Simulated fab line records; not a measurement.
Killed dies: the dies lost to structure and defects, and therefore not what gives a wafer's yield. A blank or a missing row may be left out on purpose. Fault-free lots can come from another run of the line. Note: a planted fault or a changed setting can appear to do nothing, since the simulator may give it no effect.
Struck lot and sound lot, side by side | flow sky130 | 43 out of 708 route steps
Sound: wafers L978.1, L978.4, L978.6. Struck: wafers L985.1, L985.3 (left out: L985.4, a lot-mate that was not struck); the cause follows at the end.
At each step with rows: each side's tool, then ch and its chambers, then its first start. Under that, the readings that differ: sound wafers | struck wafers | difference of the means | sigmas: that difference in standard deviations of wafers without a fault.
alike: readings whose means differ by less than 2 such deviations, and words and numbers that are the same on both sides. not compared: withheld readings, readings that some wafer has no value for, bounds like >300 that may hide the same value, and numbers for which the record gives no deviation and whose values overlap.
Wherever a step has rows on one side only, a row that says differs or no value, or a row with sigmas, the two part there. When numbers do not overlap yet have no deviation, they are printed without sigmas and do not part them. Lack of a reading on every wafer of one side parts them only where that side has two or more wafers.

first, 1 step without rows for these wafers: SKY_GATE_OXIDE_OXIDATION_01 (stabilise 600 s, purge 300 s, target thk 10.268 nm).
SKY_GATE_OXIDE_THK_MEAS_02:
  sound on film-metro-04, day 13 16:02; struck on film-metro-02, day 17 00:08
  reading                          | sound             | struck    | difference | sigmas
  GATE_OXIDE_OXIDATION_00_THK (nm) | 10.47 10.44 10.42 | 9.85 9.93 | -0.55      | -3
then, 7 steps without rows for these wafers: SKY_GATE_OXIDE_DEHYDRATE_03 (time 60 s); SKY_GATE_OXIDE_HMDS_04 (prime time 60 s); SKY_GATE_OXIDE_COAT_05 (resist thk 1140 nm); SKY_GATE_OXIDE_SOFTBAKE_06 (time 60 s); SKY_GATE_OXIDE_EXPOSE_07 (exposes mask LVOM, target cd 600 nm); SKY_GATE_OXIDE_PEB_08; SKY_GATE_OXIDE_DEVELOP_09 (develop time 60 s).
SKY_GATE_OXIDE_OVL_MEAS_10:
  sound on overlay-01, day 14 17:02; struck on overlay-01, day 18 03:35
  alike: GATE_OXIDE_OVL
then, 2 steps without rows for these wafers: SKY_GATE_OXIDE_IMPLANT_11; SKY_GATE_OXIDE_WET_ETCH_12 (etches SiO2 in dHF, target depth 16.8 nm, time 336 s).
SKY_GATE_OXIDE_STRIP_13: strips in O2/N2.
  sound on plasma-asher-03 ch 0,1, day 14 17:20; struck on plasma-asher-03 ch 0, day 18 03:52
  alike: drypump-motor-current-A, oes-product-au, strip-time-to-endpoint-s
  not compared: rf-hours-counter-h
SKY_GATE_OXIDE_TW_MEAS_14:
  sound on film-metro-02, day 14 17:26; struck on film-metro-04, day 18 03:58
  alike: GATE_OXIDE_TW
then, 3 steps without rows for these wafers: SKY_GATE_OXIDE_CLEAN_15 (cleans in SC1/SC2, time 150 s); SKY_GATE_OXIDE_OXIDATION_16 (stabilise 600 s, purge 300 s, target thk 3.57 nm); SKY_POLY_GATE_CVD_00 (deposits poly-Si, target thk 180 nm, time 720 s).
SKY_POLY_GATE_THK_MEAS_01:
  sound on film-metro-01, day 14 21:03; struck on film-metro-01, day 18 12:07
  alike: POLY_GATE_CVD_00_THK
then, 8 steps without rows for these wafers: SKY_RES_PROTECT_DEHYDRATE_00 (time 60 s); SKY_RES_PROTECT_HMDS_01 (prime time 60 s); SKY_RES_PROTECT_COAT_02 (resist thk 1140 nm); SKY_RES_PROTECT_SOFTBAKE_03 (time 60 s); SKY_RES_PROTECT_EXPOSE_04 (exposes mask RPM, target cd 1270 nm); SKY_RES_PROTECT_PEB_05; SKY_RES_PROTECT_DEVELOP_06 (develop time 60 s); SKY_POLY_GATE_IMPLANT_02.
SKY_RES_PROTECT_STRIP_07: strips in O2/N2.
  sound on plasma-asher-03 ch 0,1, day 16 00:46; struck on plasma-asher-03 ch 0,1, day 19 17:20
  alike: drypump-motor-current-A, oes-product-au, strip-time-to-endpoint-s
  not compared: rf-hours-counter-h
SKY_RES_PROTECT_TW_MEAS_08:
  sound on film-metro-03, day 16 00:52; struck on film-metro-01, day 19 17:26
  alike: POLY_GATE_TW
then, 2 steps without rows for these wafers: SKY_RES_PROTECT_CLEAN_09 (cleans in SC1/SC2, time 150 s); SKY_POLY_GATE_CVD_03 (deposits Si3N4 from DCS/NH3, target thk 75 nm, time 1290 s).
SKY_POLY_GATE_THK_MEAS_04:
  sound on film-metro-01, day 16 02:20; struck on film-metro-04, day 19 18:54
  alike: POLY_GATE_CVD_03_THK
then, 8 steps without rows for these wafers: SKY_POLY_GATE_DEHYDRATE_05 (time 60 s); SKY_POLY_GATE_HMDS_06 (prime time 60 s); SKY_POLY_GATE_COAT_07 (resist thk 110 nm); SKY_POLY_GATE_COAT_08 (resist thk 450 nm); SKY_POLY_GATE_SOFTBAKE_09 (time 90 s); SKY_POLY_GATE_EXPOSE_10 (exposes mask P1M, target cd 150 nm); SKY_POLY_GATE_PEB_11; SKY_POLY_GATE_DEVELOP_12 (develop time 60 s).
SKY_POLY_GATE_CD_MEAS_13 targets a cd of 150 nm.
  sound on cd-sem-02, day 17 06:11; struck on cd-sem-01, day 21 00:23
  alike: cd-nm
SKY_POLY_GATE_OVL_MEAS_14:
  sound on overlay-01, day 17 06:19; struck on overlay-01, day 21 00:30
  alike: POLY_GATE_OVL
SKY_POLY_GATE_ETCH_15: etches BARC in N2/H2, stops on SiO2, time 118.5 s, target depth 110 nm.
  sound on rie-diel-04 ch 0,1,3, day 17 06:21; struck on rie-diel-01 ch 0,3, day 21 00:32
  alike: drypump-motor-current-A, h2-flow-sccm, oes-product-au, throttle-valve-pct
  not compared: rf-hours-counter-h
-- here the record skips 28 days between the struck wafers' starts before and after, leaving off in module POLY_GATE and picking up in module PAD_OPEN (first step shown: number 708 of the route) --
SKY_PAD_OPEN_PROBE_99:
  only the struck wafers here have rows in the record (prober-02, day 48 18:49); the sound ones have none

## WHERE THEY PART
Earliest at SKY_GATE_OXIDE_THK_MEAS_02; latest, in this record, at SKY_PAD_OPEN_PROBE_99.

WHY: what the simulator had put in
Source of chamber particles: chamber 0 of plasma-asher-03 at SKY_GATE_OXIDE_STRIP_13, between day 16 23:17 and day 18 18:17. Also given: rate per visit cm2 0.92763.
